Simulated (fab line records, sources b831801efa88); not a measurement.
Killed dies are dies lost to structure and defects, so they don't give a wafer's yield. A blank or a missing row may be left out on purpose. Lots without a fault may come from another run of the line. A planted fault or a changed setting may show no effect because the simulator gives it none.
One fault seen from 2 desks | flow gf180mcu | each desk has only its own numbers; what lay behind them comes last

THE TOOL OWNER'S DESK: litho_track-01
The tool's own readings at GF_V2_PEB_12 (peb time 90 s): means of the sampled wafers that have a number, for each lot that ran on this tool. A lot is out of limits, marked OUT, if its mean lies more than 4 standard deviations from the usual mean; the brackets give that distance.
Columns: A = heater_power_total_W at GF_V2_PEB_12, usual 85.70 W
lot  | first seen here | A
L485 | day 20 15:45    | 85.67
L487 | day 21 08:29    | 85.74
L491 | day 22 16:12    | 85.70
L497 | day 24 19:57    | 90.05 (+50) OUT
L498 | day 25 06:31    | 90.17 (+51) OUT
This desk's finding: out of limits on L497, L498; first on L497, day 24 19:57 (heater_power_total_W at GF_V2_PEB_12). In limits: L485, L487, L491.

THE METROLOGY DESK
What the gauges read, lot by lot, whatever tool the lot ran on: means of the sampled wafers that have a number. A lot is out of limits, marked OUT, if its mean lies more than 4 standard deviations from the usual mean; the brackets give that distance.
Columns: A = cd_nm at GF_V2_CD_MEAS_14, usual 260.0 nm
lot  | first seen here | A
L485 | day 20 16:06    | 259.9
L486 | day 20 21:28    | 260.3
L488 | day 21 04:55    | 260.9
L487 | day 21 08:58    | 258.7
L489 | day 21 22:09    | 258.8
L491 | day 22 16:31    | 258.6
L493 | day 23 13:28    | 259.8
L497 | day 24 20:18    | 257.5
L498 | day 25 06:50    | 256.4
L503 | day 26 23:02    | 257.8
L504 | day 27 07:16    | 260.9
L508 | day 28 06:16    | 260.8
This desk's finding: nothing out of limits on any of the 12 lots.

PUT TOGETHER
The tool owner's desk could have raised an alarm at day 24 19:57, on L497, L498.
The metrology desk saw nothing out of limits.
The metrology desk has L497, L498 on record, within its limits.
Of the lots named, all ran GF_V2_PEB_12 on litho_track-01.

WHAT THE SIMULATOR HAD PUT IN
Process parameter drift: litho_track-01, from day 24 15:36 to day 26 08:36, at GF_V2_PEB_12. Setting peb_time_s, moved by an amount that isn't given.
Lots struck among those shown: L497, L498.
Hours from the fault's start to each desk's first reading out of limits: the tool owner's desk, 4.
